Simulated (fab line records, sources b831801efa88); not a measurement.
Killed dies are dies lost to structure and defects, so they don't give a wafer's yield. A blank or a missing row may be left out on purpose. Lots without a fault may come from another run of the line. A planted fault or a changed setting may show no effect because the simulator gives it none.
Which tool did it? | flow gf180mcu | 7 lots, 21 wafers sampled, at 3 steps of a route of 602

WHAT THE GAUGES READ, wafer by wafer
GF_M5_CD_MEAS_07: target cd 280 nm.
lot  | measured     | on        | cd_nm (nm)
L155 | day 27 03:43 | cd_sem-01 | 278.7 279.1 278.0
L158 | day 28 10:29 | cd_sem-01 | 277.8 278.5 277.5
L160 | day 29 06:39 | cd_sem-01 | 278.2 278.9 277.4
L169 | day 31 10:39 | cd_sem-01 | 279.3 279.5 279.5
L171 | day 31 20:08 | cd_sem-01 | 279.4 280.9 279.6
L173 | day 32 02:36 | cd_sem-02 | 280.9 281.2 280.7
L175 | day 32 16:20 | cd_sem-01 | 278.9 278.7 278.4

WHICH TOOL RAN EACH LOT (tool, then ch and the chambers of the sampled wafers, then the start)
lot  | GF_V4_ETCH_17                                 | GF_V4_SPUTTER_22
L155 | rie_diel-01 ch 0,1,3, day 25 08:23 or earlier | pvd_sputter-02, day 25 08:23
L158 | rie_diel-04 ch 0,2,3, day 26 17:53 or earlier | pvd_sputter-04, day 26 17:53
L160 | rie_diel-01 ch 1,2,3, day 27 14:56 or earlier | pvd_sputter-03, day 27 14:56
L169 | rie_diel-04 ch 0,1,3, day 29 22:14 or earlier | pvd_sputter-03, day 29 22:14
L171 | rie_diel-01 ch 0,2, day 30 07:43 or earlier   | pvd_sputter-03, day 30 07:43
L173 | rie_diel-04 ch 0,1,2, day 30 14:38 or earlier | pvd_sputter-03, day 30 14:38
L175 | rie_diel-03 ch 1,2,3, day 31 04:44 or earlier | pvd_sputter-02, day 31 04:44
- GF_V4_ETCH_17: etches SiO2 in C4F8/O2/Ar, stops on TiN, target depth 630 nm.
- GF_V4_SPUTTER_22: material TiN, target thk 10 nm, time 40 s.

THE ANSWER, worked out from the rows above alone
Rule: what is usual is taken from the lots themselves. Put in order of their means at a reading, lots are off if they are a third of the lots or fewer, leave a main group of 4 or more, and stand apart from it by a gap of 3 or more times the standard deviation of the main group's means; of several such gaps the widest counts. A main group whose means are all the same, to the digits that the tables above print for the reading, isn't used. A lot without any number at a reading at which 4 lots or more have one is off too. The other lots that the step has rows for count as sound.
No lot is off at any reading shown: from this, nothing can be told.

WHAT THE SIMULATOR HAD PUT IN
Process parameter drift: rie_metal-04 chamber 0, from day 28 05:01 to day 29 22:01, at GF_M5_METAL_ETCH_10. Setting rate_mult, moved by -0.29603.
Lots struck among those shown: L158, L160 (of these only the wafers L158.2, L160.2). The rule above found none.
